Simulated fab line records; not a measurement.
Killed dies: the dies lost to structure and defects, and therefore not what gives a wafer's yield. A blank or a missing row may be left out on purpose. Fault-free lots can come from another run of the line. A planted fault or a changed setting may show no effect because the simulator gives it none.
The tool behind it: which one?    flow sky130    42 wafers from 14 lots sampled at 6 of the route's 708 steps

## WHAT THE GAUGES SHOWED, per wafer
SKY_POLY_GATE_THK_MEAS_04.
lot   measured      on             POLY_GATE_CVD_03_THK (nm)
L578  day 13 18:26  film metro-03  74.9 75.0 75.4
L580  day 15 20:11  film metro-02  75.3 74.9 74.6
L582  day 17 00:13  film metro-02  75.8 75.7 74.5
L585  day 18 06:51  film metro-04  74.3 74.6 74.8
L588  day 19 09:38  film metro-02  74.5 74.6 75.3
L589  day 19 16:47  film metro-02  73.6 73.7 73.2
L590  day 22 01:27  film metro-03  74.8 74.4 74.3
L593  day 22 01:28  film metro-04  72.8 74.4 73.8
L592  day 22 01:31  film metro-02  73.6 74.1 74.2
L595  day 22 01:31  film metro-04  74.3 73.7 74.3
L596  day 22 03:52  film metro-03  75.7 75.3 75.6
L598  day 23 05:59  film metro-03  74.2 74.5 74.7
L600  day 24 02:34  film metro-03  74.2 74.0 74.5
L599  day 24 02:34  film metro-02  75.2 75.3 74.5

SKY_LDD_LDN_OVL_MEAS_07.
lot   measured      on          LDD_LDN_OVL (nm)
L578  day 21 04:01  overlay-01  -0.2 0.3 -0.2
L580  day 23 18:51  overlay-02  -1.7 0.0 0.4
L582  day 24 19:07  overlay-02  -0.2 -1.0 0.7
L585  day 26 02:59  overlay-02  0.4 -2.5 -1.1
L588  day 27 04:28  overlay-02  2.2 2.9 2.3
L589  day 27 11:37  overlay-01  1.3 0.0 0.1
L590  day 29 16:57  overlay-01  -0.3 1.7 0.2
L593  day 29 16:22  overlay-01  -1.2 -2.6 -1.2
L592  day 29 17:15  overlay-01  -0.3 0.4 -0.9
L595  day 29 17:55  overlay-02  2.5 1.9 1.2
L596  day 29 20:38  overlay-02  1.6 1.7 2.2
L598  day 30 17:19  overlay-01  1.0 2.3 2.4
L600  day 31 14:16  overlay-01  1.1 2.1 1.2
L599  day 31 12:22  overlay-01  -0.4 0.7 0.5

SKY_LDD_LDN_TW_MEAS_13.
lot   measured      on             LDD_LDN_TW
L578  day 21 04:46  film metro-04  1487 1479 1481
L580  day 23 19:37  film metro-04  1482 1485 1473
L582  day 24 20:04  film metro-01  1466 1457 1462
L585  day 26 03:43  film metro-04  1491 1495 1482
L588  day 27 05:12  film metro-04  30 30 30
L589  day 27 12:21  film metro-03  30 30 30
L590  day 29 17:41  film metro-03  1477 1477 1466
L593  day 29 17:07  film metro-04  1477 1481 1483
L592  day 29 17:59  film metro-01  1461 1464 1464
L595  day 29 18:39  film metro-04  1482 1490 1483
L596  day 29 21:22  film metro-03  1464 1472 1464
L598  day 30 18:04  film metro-03  1474 1479 1478
L600  day 31 15:00  film metro-04  1479 1490 1485
L599  day 31 13:06  film metro-03  1481 1477 1476

## WHAT TOOL EACH LOT RAN ON (gives the tool, then ch and the chambers of the sampled wafers, and finally the start)
lot   SKY_POLY_GATE_ETCH_16               SKY_LDD_HVP_STRIP_09                  SKY_LDD_LDN_STRIP_12
L578  rie diel-02 ch 0,2, day 14 21:37    plasma asher-01 ch 0,1, day 19 21:35  plasma asher-02 ch 0,1, day 21 04:40
L580  rie diel-04 ch 0,2, day 17 00:40    plasma asher-01 ch 0,1, day 22 11:52  plasma asher-03 ch 1, day 23 19:31
L582  rie diel-02 ch 0,1,3, day 18 03:55  plasma asher-03 ch 0,1, day 23 12:46  plasma asher-03 ch 0,1, day 24 19:57
L585  rie diel-04 ch 0,1,3, day 19 14:04  plasma asher-01 ch 0,1, day 24 21:53  plasma asher-02 ch 0,1, day 26 03:37
L588  rie diel-04 ch 0,1,2, day 20 17:25  plasma asher-04 ch 0, day 25 22:55    plasma asher-04 ch 0,1, day 27 05:06
L589  rie diel-04 ch 0,1,3, day 20 23:55  plasma asher-04 ch 0,1, day 26 06:34  plasma asher-02 ch 0,1, day 27 12:15
L590  rie diel-04 ch 0,1,2, day 23 09:17  plasma asher-01 ch 0,1, day 28 11:26  plasma asher-02 ch 1, day 29 17:35
L593  rie diel-01 ch 0,1,3, day 23 09:14  plasma asher-04 ch 0,1, day 28 10:53  plasma asher-04 ch 0,1, day 29 17:01
L592  rie diel-02 ch 0,1, day 23 09:35    plasma asher-03 ch 0,1, day 28 13:01  plasma asher-03 ch 0,1, day 29 17:53
L595  rie diel-01 ch 1,3, day 23 09:59    plasma asher-03 ch 0,1, day 28 13:47  plasma asher-04 ch 0,1, day 29 18:32
L596  rie diel-02 ch 0,2, day 23 11:26    plasma asher-04 ch 0,1, day 28 15:19  plasma asher-02 ch 0,1, day 29 21:16
L598  rie diel-04 ch 1,2,3, day 24 12:55  plasma asher-03 ch 0,1, day 29 13:13  plasma asher-04 ch 0,1, day 30 17:58
L600  rie diel-02 ch 1,2,3, day 25 08:41  plasma asher-04 ch 0,1, day 30 10:17  plasma asher-03 ch 0,1, day 31 14:54
L599  rie diel-04 ch 0,1,3, day 25 08:47  plasma asher-04 ch 0,1, day 30 08:49  plasma asher-03 ch 0,1, day 31 12:59
- SKY_POLY_GATE_ETCH_16: etches Si3N4 in CH3F/O2, stops on poly-Si, time 147.5 s, target depth 75 nm.
- SKY_LDD_HVP_STRIP_09: strips in O2/N2.
- SKY_LDD_LDN_STRIP_12: strips in O2/N2.

## AS READ BY THE TOOLS THEMSELVES (means over the sampled wafers that have a number; for cases with no such wafer, the mark the record gives instead)
SKY_POLY_GATE_ETCH_16.
lot   tool         drypump motor current A (A)  oes product au (a.u.)  throttle valve pct (%)
L578  rie diel-02  5.3                          0.641                  10.535
L580  rie diel-04  5.9                          0.636                  10.527
L582  rie diel-02  5.7                          0.637                  10.536
L585  rie diel-04  6.0                          0.640                  10.522
L588  rie diel-04  5.8                          0.639                  10.531
L589  rie diel-04  6.0                          0.634                  10.534
L590  rie diel-04  5.8                          0.643                  10.538
L593  rie diel-01  5.6                          0.635                  10.537
L592  rie diel-02  5.8                          0.638                  10.535
L595  rie diel-01  5.4                          0.640                  10.538
L596  rie diel-02  5.4                          0.644                  10.532
L598  rie diel-04  6.0                          0.635                  10.533
L600  rie diel-02  5.9                          0.635                  10.530
L599  rie diel-04  6.0                          0.642                  10.538

SKY_LDD_HVP_STRIP_09.
lot   tool             chamber pressure mTorr (mTorr)  drypump motor current A (A)  oes product au (a.u.)  strip time to endpoint s (s)
L578  plasma asher-01  1500.3                          5.7                          0.408                  4.134
L580  plasma asher-01  1500.7                          5.6                          0.409                  4.131
L582  plasma asher-03  1500.1                          5.6                          0.408                  4.136
L585  plasma asher-01  1499.9                          5.7                          0.409                  4.137
L588  plasma asher-04  -                               -                            -                      -
L589  plasma asher-04  -                               -                            -                      -
L590  plasma asher-01  1498.9                          5.7                          0.410                  4.131
L593  plasma asher-04  1500.9                          5.9                          0.408                  4.129
L592  plasma asher-03  1500.1                          5.4                          0.408                  4.122
L595  plasma asher-03  1499.2                          5.5                          0.406                  4.113
L596  plasma asher-04  1499.7                          5.9                          0.409                  4.143
L598  plasma asher-03  1500.5                          5.5                          0.408                  4.142
L600  plasma asher-04  1498.7                          5.5                          0.413                  4.136
L599  plasma asher-04  1500.4                          5.4                          0.406                  4.139

SKY_LDD_LDN_STRIP_12.
lot   tool             chamber pressure mTorr (mTorr)  drypump motor current A (A)  oes product au (a.u.)  strip time to endpoint s (s)
L578  plasma asher-02  1499.4                          6.4                          0.719                  14.15
L580  plasma asher-03  1500.7                          5.3                          0.716                  14.21
L582  plasma asher-03  1499.0                          5.5                          0.712                  14.20
L585  plasma asher-02  1499.0                          6.3                          0.722                  14.21
L588  plasma asher-04  1501.3                          5.9                          0.713                  18.76
L589  plasma asher-02  1500.8                          6.3                          0.718                  18.81
L590  plasma asher-02  1500.8                          6.3                          0.716                  14.24
L593  plasma asher-04  1499.4                          5.9                          0.715                  14.18
L592  plasma asher-03  1499.9                          5.4                          0.718                  14.24
L595  plasma asher-04  1498.9                          5.9                          0.715                  14.24
L596  plasma asher-02  1501.2                          6.3                          0.719                  14.25
L598  plasma asher-04  1499.6                          5.5                          0.716                  14.22
L600  plasma asher-03  1500.7                          5.6                          0.716                  14.15
L599  plasma asher-03  1500.8                          5.6                          0.717                  14.21

## THE ANSWER, worked out from the rows above alone
Rule: what is usual is taken from the lots themselves. The widest of any qualifying gaps counts: lots, ordered by their means at a reading, are off when they make up no more than a third of the lots, leave a main group of 4 or more, and stand apart from it by 3 or more times the standard deviation of that group's means. A main group whose means are all the same, to the digits that the tables above print for the reading, isn't used. Also off: a lot with no number at a reading for which 4 or more lots have one. The other lots that the step has rows for count as sound. Order of review: gauges by route order, followed by the tools' own readings, for which a lot's mean as printed above is used. At the first step where some lot is off, the reading lying furthest off is the one used; lots without a number count as furthest.
Off: L588, L589, seen at SKY_LDD_LDN_TW_MEAS_13 (LDD_LDN_TW). The main group has a mean of 1477 with a standard deviation of 8.5.
If a tool, at a process step before that reading, ran all the lots that are off and no sound lot after the first of them, it fits. Not tried: the gauges at SKY_LDD_LDN_TW_MEAS_13; whatever is off there is also off at SKY_LDD_HVP_STRIP_09, on other tools, and gauge error can't account for it. Of those tried, none fits.

## WHAT THE SIMULATOR PUT IN
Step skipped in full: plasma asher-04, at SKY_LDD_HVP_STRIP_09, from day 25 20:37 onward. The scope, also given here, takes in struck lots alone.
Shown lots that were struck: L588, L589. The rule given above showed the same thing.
